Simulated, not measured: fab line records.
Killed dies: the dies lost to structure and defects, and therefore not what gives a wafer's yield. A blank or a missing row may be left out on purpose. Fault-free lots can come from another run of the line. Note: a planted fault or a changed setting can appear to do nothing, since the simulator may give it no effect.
fab line records | flow sky130
record lots=6 | wafers=18 | lastDay=49
route steps=708 shown CAP2M@604 PAD_OPEN@708
lots that met no fault: from a run of the same line without faults
startH: the number of hours between the record's first day and the start of the first shown wafer of the lot | waitH: hours from the lot's prior step to this one | " same as the row above | L1.1+2: a row that stands for several wafers | - no value, or no start given | * or withheld: withheld | < > ~ a bound
route shown NAME@n: names a module that has steps shown in the file, with the first one's number in the route | usual: mean and standard deviation over wafers with no fault | same: alike in all rows | chamber/n: place in a boat | sites: per-site readings | _std_site: the values' standard deviation | _edge_site: outer sites' mean less inner sites' | radiusMm: how far each site lies from the wafer's centre | mask NAME#n: copy n | behind: the tool/chamber that last shaped the wafer | hold: why the lot went on hold/how many hours it stayed there/how the hold came to an end | device: names the non-switching transistor (n, p or np) | end of line: tests run on the same wafers once the route is complete | a step given without rows: its recipe and nothing more | killed: dies lost to structure and defects at the first sort, not the wafer's yield | map: a wafer's dies, x killed, . not, _ none there
set.NAME: the setting the step ran with; set.NAME@STEP: the setting that earlier step ran with | model.NAME: the simulator's own value behind a step, which no gauge read
lots at some steps of the route; a table a step, a row a wafer
services: when a tool's chamber went out of use (startH, in hours from the record's first day, below 0 if earlier), for how many hours, and the reason
## steps
# step SKY_CAP2M_THK_MEAS_01
# recipe reads=SiO2_of_CAP2M_CVD_00
# usual CAP2M_CVD_00_THK=15.56/0.2
lot.wafer | tool         | chamber | startH  | waitH | CAP2M_CVD_00_THK[nm]
L926.1    | filmMetro-03 | -       | 955.53  | -     | 15.59
L926.2    | "            | -       | "       | "     | 15.77
L926.5    | "            | -       | "       | "     | 16.09
L928.1    | filmMetro-03 | -       | 957.66  | -     | 15.59
L928.4    | "            | -       | "       | "     | 15.69
L928.6    | "            | -       | "       | "     | 15.73
L931.3    | filmMetro-03 | -       | 999.01  | -     | 15.31
L931.4    | "            | -       | "       | "     | 15.69
L931.6    | "            | -       | "       | "     | 15.57
L934.1    | filmMetro-04 | -       | 1002.07 | -     | 15.38
L934.2    | "            | -       | "       | "     | 15.29
L934.5    | "            | -       | "       | "     | 15.55
L935.2    | filmMetro-04 | -       | 1041.97 | -     | 15.67
L935.3    | "            | -       | "       | "     | 15.45
L935.4    | "            | -       | "       | "     | 15.75
L942.1    | filmMetro-01 | -       | 1048.89 | -     | 15.43
L942.2    | "            | -       | "       | "     | 15.26
L942.5    | "            | -       | "       | "     | 15.35
# step SKY_CAP2M_SPUTTER_02
# recipe material=TiN | targetThkNm=200 | tempC=300 | powerW=6500 | timeS=166.7 | chamberPressurePa=0.4
# usual throttleValvePct=29.9/1.1
lot.wafer | tool          | chamber | startH  | waitH | throttleValvePct
L926.1    | pvdSputter-02 | -       | 955.59  | 0.1   | 28.9
L926.2    | "             | -       | "       | "     | 31.2
L926.5    | "             | -       | "       | "     | 29.1
L928.1    | pvdSputter-03 | -       | 957.72  | 0.1   | 31.1
L928.4    | "             | -       | "       | "     | 28.9
L928.6    | "             | -       | "       | "     | 30.8
L931.3    | pvdSputter-02 | -       | 999.05  | 0.0   | 30.3
L931.4    | "             | -       | "       | "     | 29.5
L931.6    | "             | -       | "       | "     | 29.0
L934.1    | pvdSputter-03 | -       | 1002.13 | 0.1   | 30.9
L934.2    | "             | -       | "       | "     | 27.7
L934.5    | "             | -       | "       | "     | 30.5
L935.2    | pvdSputter-02 | -       | 1042.02 | 0.0   | 28.8
L935.3    | "             | -       | "       | "     | 29.8
L935.4    | "             | -       | "       | "     | 31.3
L942.1    | pvdSputter-01 | -       | 1048.95 | 0.1   | 30.2
L942.2    | "             | -       | "       | "     | 28.3
L942.5    | "             | -       | "       | "     | 31.5
# step SKY_CAP2M_RS_MEAS_03
# recipe thkMeasGauge=four-point-probe | reads=TiN_of_CAP2M_SPUTTER_02
# usual CAP2M_TIN_RS=6.92/0.069
lot.wafer | tool         | chamber | startH  | waitH | CAP2M_TIN_RS[ohm/sq]
L926.1    | filmMetro-04 | -       | 955.71  | 0.1   | 6.99
L926.2    | "            | -       | "       | "     | 6.86
L926.5    | "            | -       | "       | "     | 7.01
L928.1    | filmMetro-01 | -       | 957.83  | 0.1   | 6.79
L928.4    | "            | -       | "       | "     | 6.82
L928.6    | "            | -       | "       | "     | 6.90
L931.3    | filmMetro-04 | -       | 999.20  | 0.1   | 7.00
L931.4    | "            | -       | "       | "     | 6.94
L931.6    | "            | -       | "       | "     | 6.98
L934.1    | filmMetro-01 | -       | 1002.24 | 0.1   | 6.91
L934.2    | "            | -       | "       | "     | 6.98
L934.5    | "            | -       | "       | "     | 7.02
L935.2    | filmMetro-03 | -       | 1042.15 | 0.1   | 7.08
L935.3    | "            | -       | "       | "     | 7.05
L935.4    | "            | -       | "       | "     | 6.91
L942.1    | filmMetro-01 | -       | 1049.06 | 0.1   | 7.03
L942.2    | "            | -       | "       | "     | 6.98
L942.5    | "            | -       | "       | "     | 6.96
# step SKY_CAP2M_THK_MEAS_04
# recipe thkMeasGauge=xrf | reads=TiN_of_CAP2M_SPUTTER_02
# usual CAP2M_TIN_THK=201.3/2.5
lot.wafer | tool         | chamber | startH  | waitH | CAP2M_TIN_THK[nm]
L926.1    | filmMetro-04 | -       | 955.83  | 0.1   | 199.7
L926.2    | "            | -       | "       | "     | 202.6
L926.5    | "            | -       | "       | "     | 198.4
L928.1    | filmMetro-01 | -       | 957.95  | 0.1   | 206.8
L928.4    | "            | -       | "       | "     | 204.3
L928.6    | "            | -       | "       | "     | 202.8
L931.3    | filmMetro-04 | -       | 999.30  | 0.1   | 199.2
L931.4    | "            | -       | "       | "     | 201.8
L931.6    | "            | -       | "       | "     | 199.9
L934.1    | filmMetro-01 | -       | 1002.36 | 0.1   | 202.6
L934.2    | "            | -       | "       | "     | 200.8
L934.5    | "            | -       | "       | "     | 199.4
L935.2    | filmMetro-03 | -       | 1042.26 | 0.1   | 195.0
L935.3    | "            | -       | "       | "     | 195.2
L935.4    | "            | -       | "       | "     | 199.1
L942.1    | filmMetro-01 | -       | 1049.18 | 0.1   | 198.8
L942.2    | "            | -       | "       | "     | 199.2
L942.5    | "            | -       | "       | "     | 202.0
# step SKY_CAP2M_DEHYDRATE_05
# recipe tempC=200 | timeS=60
# step SKY_CAP2M_HMDS_06
# recipe primeTimeS=60 | primeTempC=120
# step SKY_CAP2M_COAT_07
# recipe resist=NOVOLAK | spinRpm=3000 | resistThkNm=1140
# step SKY_CAP2M_SOFTBAKE_08
# recipe tempC=90 | timeS=60 | resist=NOVOLAK
# step SKY_CAP2M_EXPOSE_09
# recipe maskId=CAP2M | na=0.6 | sourceShape=conventional | sigmaOuter=0.6 | polarization=unpolarized | targetCdNm=1000 | doseMj=159
# step SKY_CAP2M_PEB_10
# recipe tempC=withheld | timeS=* | resist=NOVOLAK
# step SKY_CAP2M_DEVELOP_11
# recipe resist=NOVOLAK | developer=TMAH | developTimeS=60 | devTempC=23
# step SKY_CAP2M_OVL_MEAS_12
# usual CAP2M_OVL=-0.2/1.6
lot.wafer | tool       | chamber | startH  | waitH | CAP2M_OVL[nm]
L926.1    | overlay-02 | -       | 979.10  | 0.1   | 0.0
L926.2    | "          | -       | "       | "     | 0.5
L926.5    | "          | -       | "       | "     | 0.0
L928.1    | overlay-02 | -       | 980.80  | 0.1   | 0.3
L928.4    | "          | -       | "       | "     | 0.1
L928.6    | "          | -       | "       | "     | -0.8
L931.3    | overlay-02 | -       | 1021.76 | 0.1   | -4.5
L931.4    | "          | -       | "       | "     | -0.1
L931.6    | "          | -       | "       | "     | -3.2
L934.1    | overlay-01 | -       | 1024.40 | 0.1   | 0.1
L934.2    | "          | -       | "       | "     | 1.2
L934.5    | "          | -       | "       | "     | -0.8
L935.2    | overlay-01 | -       | 1062.41 | 0.1   | 0.3
L935.3    | "          | -       | "       | "     | 1.4
L935.4    | "          | -       | "       | "     | 3.5
L942.1    | overlay-02 | -       | 1069.79 | 0.1   | -0.4
L942.2    | "          | -       | "       | "     | -0.8
L942.5    | "          | -       | "       | "     | -2.6
# step SKY_CAP2M_METAL_ETCH_13
# recipe targetDepthNm=220 | stopOn=SiO2 | chemistry=Cl2/BCl3 | target=TiN | pressureMtorr=10 | icpW=900 | biasW=49.07 | Cl2_flow_sccm=60 | bcl3FlowSccm=30 | timeS=62.9
# usual chamberPressureMTorr=10.001/0.012 | drypumpMotorCurrentA=5.9/0.47 | heBacksideLeakSccm=3.4/0.44 | oesProductAu=0.941/0.0073 | throttleValvePct=21.902/0.0094
lot.wafer | tool        | chamber | startH  | waitH | chamberPressureMTorr | drypumpMotorCurrentA | heBacksideLeakSccm | oesProductAu | rfHoursCounterH | throttleValvePct
L926.1    | rieMetal-01 | 1       | 979.13  | 0.0   | 9.998                | 5.2                  | 3.2                | 0.945        | 8               | 21.905
L926.2    | "           | 0       | "       | "     | 9.999                | 5.9                  | 3.1                | 0.942        | 11              | 21.907
L926.5    | "           | 0       | "       | "     | 9.995                | 5.9                  | 3.3                | 0.932        | -               | 21.897
L928.1    | rieMetal-03 | 1       | 980.83  | 0.0   | 9.995                | 5.7                  | 3.4                | 0.957        | 2               | 21.908
L928.4    | "           | 0       | "       | "     | 9.988                | 6.5                  | 3.2                | 0.940        | -               | 21.902
L928.6    | "           | 0       | "       | "     | 9.993                | 6.5                  | 3.2                | 0.944        | -               | 21.893
L931.3    | rieMetal-01 | 0       | 1021.81 | 0.0   | 12.010               | 5.9                  | 3.8                | 0.933        | -               | 21.898
L931.4    | "           | 1       | "       | "     | 12.013               | 5.2                  | 3.2                | 0.943        | -               | 21.905
L931.6    | "           | 1       | "       | "     | 12.000               | 5.2                  | 3.4                | 0.940        | -               | 21.903
L934.1    | rieMetal-02 | 0       | 1024.43 | 0.0   | 10.001               | 6.3                  | 3.4                | 0.940        | 17              | 21.916
L934.2    | "           | 1       | "       | "     | 10.010               | 6.1                  | 3.2                | 0.941        | 4               | 21.905
L934.5    | "           | 1       | "       | "     | 9.990                | 6.2                  | 3.4                | 0.935        | -               | 21.905
L935.2    | rieMetal-01 | 1       | 1062.44 | 0.0   | 12.015               | 5.2                  | 3.0                | 0.925        | 12              | 21.914
L935.3    | "           | 0       | "       | "     | 11.991               | 5.9                  | 3.5                | 0.931        | -               | 21.895
L935.4    | "           | 1       | "       | "     | 11.998               | 5.2                  | 3.1                | 0.949        | -               | 21.899
L942.1    | rieMetal-03 | 1       | 1069.82 | 0.0   | 10.002               | 5.7                  | 3.5                | 0.935        | 6               | 21.908
L942.2    | "           | 0       | "       | "     | 10.002               | 6.5                  | 3.1                | 0.938        | 23              | 21.909
L942.5    | "           | 1       | "       | "     | 9.995                | 5.7                  | 3.5                | 0.932        | -               | 21.894
# step SKY_CAP2M_STRIP_14
# recipe chemistry=O2/N2 | powerW=1400 | pressureMtorr=1500 | platenTempC=withheld | o2FlowSccm=3000 | n2FlowSccm=300 | overashFraction=0.5
# usual drypumpMotorCurrentA=5.5/0.37 | n2FlowSccm=299.9/0.87 | oesProductAu=0.710/0.005 | stripTimeToEndpointS=12.64/0.041
# same overashFraction=0.5
lot.wafer | tool           | chamber | startH  | waitH | drypumpMotorCurrentA | n2FlowSccm | oesProductAu | rfHoursCounterH | stripTimeToEndpointS
L926.1    | plasmaAsher-03 | 1       | 979.21  | 0.1   | 6.0                  | 299.9      | 0.703        | 87              | 12.56
L926.2    | "              | 0       | "       | "     | 5.3                  | 301.1      | 0.707        | 87              | 12.64
L926.5    | "              | 1       | "       | "     | 5.9                  | 301.0      | 0.704        | -               | 12.60
L928.1    | plasmaAsher-01 | 1       | 980.91  | 0.1   | 4.9                  | 300.3      | 0.706        | 25              | 12.69
L928.4    | "              | 1       | "       | "     | 4.9                  | 300.5      | 0.710        | -               | 12.67
L928.6    | "              | 1       | "       | "     | 4.9                  | 299.9      | 0.703        | -               | 12.61
L931.3    | plasmaAsher-01 | 1       | 1021.90 | 0.1   | 4.9                  | 301.0      | 0.706        | -               | 12.61
L931.4    | "              | 0       | "       | "     | 5.7                  | 298.9      | 0.720        | -               | 12.52
L931.6    | "              | 1       | "       | "     | 4.9                  | 300.5      | 0.714        | -               | 12.55
L934.1    | plasmaAsher-01 | 1       | 1024.51 | 0.1   | 4.9                  | 298.9      | 0.718        | 30              | 12.60
L934.2    | "              | 0       | "       | "     | 5.7                  | 300.4      | 0.716        | 30              | 12.59
L934.5    | "              | 0       | "       | "     | 5.7                  | 299.9      | 0.715        | -               | 12.62
L935.2    | plasmaAsher-01 | 1       | 1062.51 | 0.1   | 4.9                  | 300.8      | 0.719        | 34              | 12.57
L935.3    | "              | 0       | "       | "     | 5.7                  | 299.4      | 0.707        | -               | 12.63
L935.4    | "              | 1       | "       | "     | 4.9                  | 299.7      | 0.708        | -               | 12.60
L942.1    | plasmaAsher-02 | 1       | 1069.90 | 0.1   | 5.4                  | 299.6      | 0.710        | 58              | 12.56
L942.2    | "              | 0       | "       | "     | 5.1                  | 299.5      | 0.703        | 58              | 12.60
L942.5    | "              | 1       | "       | "     | 5.4                  | 300.7      | 0.710        | -               | 12.57
# step SKY_PAD_OPEN_PROBE_99
# usual defectLimitedYield=82.4/2.1 | killed_at_M0_to_M3=44/7.4 | killed_at_M4_up=3.2/2 | killedAtContacts=24/5.1 | killedAtFrontEnd=15/4.8 | killedAtOther=0.2/0.46 | killedDies=86/10 | killedOpen=47/7.5 | killedShort=39/7 | sort_bin_3_pad_short=0.9/0.4 | sort_bin_5_function=10.4/1.5 | sort_bin_6_memory=6.3/1.2 | sortNPass=406/10 | sortYieldPct=82.4/2.1
# same grossDies=492 | killedAtBackSide=0 | sort_bin_4_leakage[%]=0 | sort_bin_8_speed[%]=0
lot.wafer | tool      | chamber | startH  | waitH | defectLimitedYield[%] | killed_at_M0_to_M3 | killed_at_M4_up | killedAtContacts | killedAtFrontEnd | killedAtOther | killedDies | killedOpen | killedShort | sort_bin_3_pad_short[%] | sort_bin_5_function[%] | sort_bin_6_memory[%] | sortNPass | sortYieldPct[%]
L926.1    | prober-01 | -       | 1095.80 | 0.1   | 85.0                  | 37                 | 2               | 23               | 12               | 0             | 74         | 34         | 40          | 0.8                     | 9.8                    | 4.5                  | 418       | 85.0
L926.2    | prober-01 | -       | 1095.85 | 0.1   | 85.0                  | 33                 | 0               | 17               | 24               | 0             | 74         | 44         | 29          | 0.4                     | 8.3                    | 6.3                  | 418       | 85.0
L926.5    | prober-01 | -       | 1096.00 | 0.2   | 82.1                  | 46                 | 5               | 26               | 11               | 0             | 88         | 45         | 43          | 0.6                     | 11.2                   | 6.1                  | 404       | 82.1
L928.1    | prober-02 | -       | 1096.85 | 0.1   | 82.1                  | 49                 | 0               | 22               | 17               | 0             | 88         | 53         | 35          | 1.0                     | 10.4                   | 6.5                  | 404       | 82.1
L928.4    | prober-02 | -       | 1097.00 | 0.2   | 86.2                  | 38                 | 0               | 17               | 12               | 1             | 68         | 36         | 32          | 0.8                     | 8.5                    | 4.5                  | 424       | 86.2
L928.6    | prober-02 | -       | 1097.10 | 0.2   | 80.5                  | 55                 | 3               | 24               | 14               | 0             | 96         | 58         | 38          | 0.8                     | 11.6                   | 7.1                  | 396       | 80.5
L931.3    | prober-01 | -       | 1133.89 | 0.2   | 82.5                  | 37                 | 9               | 20               | 20               | 0             | 86         | 46         | 40          | 0.4                     | 10.4                   | 6.7                  | 406       | 82.5
L931.4    | prober-01 | -       | 1133.94 | 0.2   | 82.9                  | 38                 | 3               | 23               | 20               | 0             | 84         | 44         | 40          | 0.8                     | 11.4                   | 4.9                  | 408       | 82.9
L931.6    | prober-01 | -       | 1134.04 | 0.2   | 86.6                  | 34                 | 6               | 19               | 7                | 0             | 66         | 35         | 31          | 0.8                     | 9.1                    | 3.5                  | 426       | 86.6
L934.1    | prober-02 | -       | 1135.42 | 0.1   | 78.9                  | 50                 | 3               | 27               | 23               | 1             | 104        | 64         | 40          | 0.8                     | 12.2                   | 8.1                  | 388       | 78.9
L934.2    | prober-02 | -       | 1135.47 | 0.1   | 81.3                  | 44                 | 4               | 35               | 8                | 1             | 92         | 55         | 37          | 0.8                     | 11.6                   | 6.3                  | 400       | 81.3
L934.5    | prober-02 | -       | 1135.62 | 0.2   | 84.6                  | 39                 | 1               | 25               | 11               | 0             | 76         | 34         | 42          | 0.8                     | 8.3                    | 6.3                  | 416       | 84.6
L935.2    | prober-02 | -       | 1167.34 | 0.1   | 76.6                  | 51                 | 5               | 32               | 27               | 0             | 115        | 60         | 55          | 1.8                     | 12.6                   | 8.9                  | 377       | 76.6
L935.3    | prober-02 | -       | 1167.39 | 0.2   | 79.3                  | 50                 | 4               | 28               | 18               | 2             | 102        | 60         | 40          | 1.0                     | 11.6                   | 8.1                  | 390       | 79.3
L935.4    | prober-02 | -       | 1167.44 | 0.2   | 83.9                  | 33                 | 4               | 24               | 17               | 1             | 79         | 45         | 32          | 0.8                     | 9.8                    | 5.5                  | 413       | 83.9
L942.1    | prober-01 | -       | 1174.72 | 0.1   | 79.3                  | 60                 | 3               | 19               | 19               | 1             | 102        | 53         | 49          | 1.2                     | 14.6                   | 4.9                  | 390       | 79.3
L942.2    | prober-01 | -       | 1174.77 | 0.1   | 84.1                  | 46                 | 6               | 17               | 9                | 0             | 78         | 43         | 35          | 0.6                     | 9.6                    | 5.7                  | 414       | 84.1
L942.5    | prober-01 | -       | 1174.92 | 0.2   | 81.9                  | 48                 | 2               | 23               | 15               | 1             | 89         | 51         | 38          | 1.2                     | 10.8                   | 6.1                  | 403       | 81.9
# killed by level:class
L926.1 LOCAL_INTERCONNECT:geometricParticle:short=8 VIA1:geometricParticle:open=8 VIA3:geometricParticle:open=7 METAL1:geometricParticle:short=6 LI_CONTACT:geometricParticle:short=5 CONTACT:geometricParticle:open=5 CONTACT:geometricParticle:short=4 VIA1:geometricParticle:short=4
L926.2 VIA1:geometricParticle:open=14 FIELD_ISO:geometricParticle:short=7 FIELD_ISO:geometricParticle:open=6 LI_CONTACT:geometricParticle:open=5 CONTACT:geometricParticle:open=5 SPACER:geometricParticle:short=4 METAL2:geometricParticle:short=4 SPACER:geometricParticle:open=3
L926.5 VIA1:geometricParticle:open=12 LI_CONTACT:geometricParticle:open=9 CONTACT:geometricParticle:open=8 METAL2:geometricParticle:short=8 VIA3:geometricParticle:open=6 METAL1:geometricParticle:short=5 LOCAL_INTERCONNECT:geometricParticle:short=5 VIA1:geometricParticle:short=5
L928.1 VIA1:geometricParticle:open=17 CONTACT:geometricParticle:open=7 METAL1:geometricParticle:short=7 LI_CONTACT:geometricParticle:open=6 VIA3:geometricParticle:open=6 CONTACT:geometricParticle:short=6 FIELD_ISO:geometricParticle:open=5 VIA1:geometricParticle:short=4
L928.4 VIA1:geometricParticle:short=8 CONTACT:geometricParticle:open=6 VIA2:geometricParticle:open=6 VIA1:geometricParticle:open=5 VIA3:geometricParticle:open=5 METAL2:geometricParticle:short=4 FIELD_ISO:geometricParticle:open=3 POLY_GATE:geometricParticle:short=3
L928.6 VIA2:geometricParticle:open=14 CONTACT:geometricParticle:open=11 VIA1:geometricParticle:open=9 METAL1:geometricParticle:short=7 VIA3:geometricParticle:open=7 POLY_GATE:geometricParticle:open=6 METAL2:geometricParticle:short=5 LOCAL_INTERCONNECT:geometricParticle:short=4
L931.3 VIA1:geometricParticle:open=7 LI_CONTACT:geometricParticle:open=7 METAL4:geometricParticle:short=7 POLY_GATE:geometricParticle:open=6 VIA3:geometricParticle:open=6 FIELD_ISO:geometricParticle:open=5 VIA2:geometricParticle:open=5 CONTACT:geometricParticle:short=4
L931.4 FIELD_ISO:geometricParticle:open=10 VIA1:geometricParticle:open=7 CONTACT:geometricParticle:short=6 VIA2:geometricParticle:open=6 VIA3:geometricParticle:open=6 LOCAL_INTERCONNECT:geometricParticle:short=5 CONTACT:geometricParticle:open=5 METAL1:geometricParticle:short=5
L931.6 VIA1:geometricParticle:open=8 VIA2:geometricParticle:open=8 CONTACT:geometricParticle:open=5 METAL1:geometricParticle:short=5 METAL4:geometricParticle:short=4 LI_CONTACT:geometricParticle:open=3 LI_CONTACT:geometricParticle:short=3 LOCAL_INTERCONNECT:geometricParticle:short=3
L934.1 VIA1:geometricParticle:open=15 CONTACT:geometricParticle:open=10 LI_CONTACT:geometricParticle:open=10 VIA2:geometricParticle:open=8 VIA1:geometricParticle:short=7 FIELD_ISO:geometricParticle:short=4 FIELD_ISO:geometricParticle:open=4 POLY_GATE:geometricParticle:short=4
L934.2 CONTACT:geometricParticle:open=12 VIA1:geometricParticle:open=11 VIA3:geometricParticle:open=9 METAL2:geometricParticle:short=9 LI_CONTACT:geometricParticle:open=7 LOCAL_INTERCONNECT:geometricParticle:short=6 CONTACT:geometricParticle:short=6 METAL1:geometricParticle:short=5
L934.5 LOCAL_INTERCONNECT:geometricParticle:short=7 CONTACT:geometricParticle:open=7 FIELD_ISO:geometricParticle:short=6 VIA2:geometricParticle:open=6 LI_CONTACT:geometricParticle:open=5 METAL2:geometricParticle:short=5 VIA3:geometricParticle:open=5 METAL1:geometricParticle:short=4
L935.2 VIA1:geometricParticle:open=17 CONTACT:geometricParticle:open=12 FIELD_ISO:geometricParticle:open=8 POLY_GATE:geometricParticle:short=7 LI_CONTACT:geometricParticle:open=7 METAL2:geometricParticle:short=7 FIELD_ISO:geometricParticle:short=6 METAL1:geometricParticle:short=6
L935.3 CONTACT:geometricParticle:open=13 VIA3:geometricParticle:open=11 VIA1:geometricParticle:open=11 METAL2:geometricParticle:short=9 VIA2:geometricParticle:open=8 LI_CONTACT:geometricParticle:open=4 LOCAL_INTERCONNECT:geometricParticle:short=4 CONTACT:geometricParticle:short=4
L935.4 VIA1:geometricParticle:open=11 CONTACT:geometricParticle:open=8 LI_CONTACT:geometricParticle:open=6 FIELD_ISO:geometricParticle:short=5 LOCAL_INTERCONNECT:geometricParticle:short=5 VIA3:geometricParticle:open=5 METAL2:geometricParticle:short=5 FIELD_ISO:geometricParticle:open=3
L942.1 VIA1:geometricParticle:open=13 CONTACT:geometricParticle:open=10 VIA2:geometricParticle:short=8 VIA2:geometricParticle:open=8 VIA3:geometricParticle:open=7 VIA3:geometricParticle:short=6 FIELD_ISO:geometricParticle:open=5 POLY_GATE:geometricParticle:short=5
L942.2 VIA1:geometricParticle:open=10 METAL2:geometricParticle:short=7 VIA3:geometricParticle:open=6 LI_CONTACT:geometricParticle:open=5 VIA2:geometricParticle:open=5 VIA3:geometricParticle:short=5 FIELD_ISO:geometricParticle:open=4 CONTACT:geometricParticle:open=4
L942.5 VIA1:geometricParticle:open=11 VIA3:geometricParticle:open=9 CONTACT:geometricParticle:open=8 FIELD_ISO:geometricParticle:open=6 LOCAL_INTERCONNECT:geometricParticle:short=6 LI_CONTACT:geometricParticle:open=5 METAL3:geometricParticle:short=5 VIA2:geometricParticle:open=4
## services
tool           | chamber | startH  | hours | kind
rieMetal-02    | 1       | 932.29  | -     | clean
rieMetal-02    | 1       | 932.29  | 19.4  | scheduledDown
rieMetal-02    | 1       | 932.29  | 19.4  | ventCycle
rieMetal-02    | -       | 948.00  | 1.4   | pm
plasmaAsher-02 | -       | 959.04  | 2.8   | pm
pvdSputter-02  | -       | 959.12  | 5.3   | repair
plasmaAsher-02 | -       | 961.79  | 28.1  | pm
plasmaAsher-02 | -       | 1020.99 | 14.6  | pm
pvdSputter-03  | -       | 1044.63 | 1.0   | repair
rieMetal-01    | 1       | 1047.91 | 1.8   | repair
plasmaAsher-03 | -       | 1069.45 | 7.2   | repair
## key
firstSign step=SKY_CAP2M_METAL_ETCH_13 | reading=chamberPressureMTorr | direction=up | sigmas=99+ | usual=10.001 | struck=12.004
effect none on later readings
metAt SKY_CAP2M_METAL_ETCH_13
struckWafers L931.3,L931.4,L931.6,L935.2,L935.3,L935.4
onsetBetween 979.13 1021.81
fault kind=processParameterDrift | tool=rieMetal-01 | chamber=- | onsetH=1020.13 | steps=SKY_CAP2M_METAL_ETCH_13 | channel=pressureMtorr | offset=2 | shape=step | endH=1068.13 | actsIn=theseRecipesOnly | stated=10
